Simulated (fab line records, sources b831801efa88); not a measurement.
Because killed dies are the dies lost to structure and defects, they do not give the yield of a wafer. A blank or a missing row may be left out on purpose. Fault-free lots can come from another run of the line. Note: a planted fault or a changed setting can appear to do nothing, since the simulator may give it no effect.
A struck lot beside a sound one ; flow sky130 ; 21 steps out of a route of 708
Sound: these wafers, L220.1, L220.2, L220.4. Wafers struck: L231.3, L231.4, L231.6. At the end, the cause is stated.
Each step with rows lists, per side, the tool, then ch with its chambers, then its first start. Under that, the readings that differ: sound wafers ; struck wafers ; difference of the means ; sigmas: that difference in standard deviations of wafers without a fault.
alike: readings whose means differ by less than 2 such deviations, and words and numbers that are the same on both sides. not compared: withheld readings, readings that some wafer has no value for, bounds like >300 that may hide the same value, and numbers for which the record gives no deviation and whose values overlap.
A row with sigmas, a row that says differs or no value, or rows on one side alone: a step with any of these is where the two part. Numbers that don't overlap but have no deviation are shown without sigmas and don't part them. A reading that every wafer of one side lacks parts them only if that side has two wafers or more.

SKY_SD_N_RS_MEAS_16: measures by four-point-probe.
  sound on film-metro-01 at day 30 15:13; struck on film-metro-04 at day 34 11:45
  alike: SD_N_RS
SKY_SD_N_RS_MEAS_17: measures by four-point-probe.
  sound on film-metro-01 at day 30 15:20; struck on film-metro-04 at day 34 11:52
  alike: SD_P_RS
SKY_SD_N_RS_MEAS_18: measures by four-point-probe.
  sound on film-metro-01 at day 30 15:27; struck on film-metro-04 at day 34 11:59
  alike: RES_XHIGH_RS
then, 2 steps without rows for these wafers: SKY_SALICIDE_CLEAN_00 (cleans in HF-last, time 30 s); SKY_LI_CONTACT_HDPCVD_00 (deposits PSG, target thk 930 nm, time 153 s).
SKY_LI_CONTACT_THK_MEAS_01:
  sound on film-metro-03 at day 30 15:41; struck on film-metro-01 at day 34 12:13
  alike: LI_CONTACT_HDPCVD_THK
SKY_LI_CONTACT_CMP_02: polishes PSG.
  sound on cmp-01 ch 1,2,3, day 30 15:58; struck on cmp-01 ch 0,1,3, day 34 12:15
  alike: motor-current-A, time-to-endpoint-s
SKY_LI_CONTACT_BOW_MEAS_03:
  sound on film-metro-01 at day 30 16:16; struck on film-metro-01 at day 34 12:35
  alike: LI_CONTACT_BOW
then, 4 steps without rows for these wafers: SKY_LI_CONTACT_DEHYDRATE_04 (time 60 s); SKY_LI_CONTACT_HMDS_05 (prime time 60 s); SKY_LI_CONTACT_COAT_06 (resist thk 60 nm); SKY_LI_CONTACT_COAT_07 (resist thk 450 nm).
SKY_LI_CONTACT_SOFTBAKE_08: time 90 s.
  sound on litho-track-03 ch 0, day 31 06:00; struck on litho-track-04 ch 0, day 35 01:00
reading;sound;struck;difference;sigmas
heater-power-total-W (W);57.47 57.27 57.45;53.95 53.89 53.83;-3.51;-32
plate-temp-C (C);100.17 100.04 100.24;95.41 95.41 95.55;-4.69;-43
  alike: resist-line-temp-C
then, 2 steps without rows for these wafers: SKY_LI_CONTACT_EXPOSE_09 (exposes mask LICM1, target cd 170 nm); SKY_LI_CONTACT_PEB_10.
SKY_LI_CONTACT_DEVELOP_11: develop time 60 s.
  sound: litho-track-03 ch 0; struck: litho-track-01 ch 0
reading;sound;struck;difference;sigmas
model.KrF-thick_of_LI_CONTACT_COAT_07.thk-nm (nm);436 437.2 436.8;439.7 438.9 440.2;+2.9;
  alike: resist-line-temp-C
SKY_LI_CONTACT_CD_MEAS_12: the cd target is 170 nm.
  sound on cd-sem-02 at day 31 19:49; struck on cd-sem-01 at day 35 15:56
  alike: cd-nm
SKY_LI_CONTACT_OVL_MEAS_13:
  sound on overlay-02 at day 31 19:56; struck on overlay-02 at day 35 16:02
  alike: LI_CONTACT_OVL
SKY_LI_CONTACT_ETCH_14: etches BARC in N2/H2, stops on SiO2, time 45.9 s, target depth 60 nm.
  sound on rie-diel-03 ch 0,2,3, day 31 19:58; struck on rie-diel-03 ch 1,3, day 35 16:03
reading;sound;struck;difference;sigmas
model.KrF-thick_of_LI_CONTACT_COAT_07.thk-nm (nm);391.9 393.3 393.1;395.6 395.3 396.6;+3.1;
  alike: drypump-motor-current-A, oes-product-au, rf-fwd-power-W, throttle-valve-pct
  not compared: rf-hours-counter-h
SKY_LI_CONTACT_ETCH_15: etches PSG in C4F8/O2/Ar, stops on Si, target depth 600 nm.
  sound on rie-diel-03 ch 0,2,3, day 31 20:01; struck on rie-diel-03 ch 1,3, day 35 16:05
  alike: oes-product-au, rf-fwd-power-W
-- the record jumps here: 15 days lie between the struck wafers' starts before and after (it left off in module LI_CONTACT and takes up again in module PAD_OPEN, whose first step shown is number 708 of the route) --
SKY_PAD_OPEN_PROBE_99:
  only the struck wafers here have rows in the record (prober-01, day 50 20:45); the sound ones have none

== WHERE THEY PART ==
Earliest at SKY_LI_CONTACT_SOFTBAKE_08; latest, in this record, at SKY_PAD_OPEN_PROBE_99.

WHY: what had been put in by the simulator
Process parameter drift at SKY_LI_CONTACT_SOFTBAKE_08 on litho-track-04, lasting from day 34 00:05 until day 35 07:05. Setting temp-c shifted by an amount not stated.
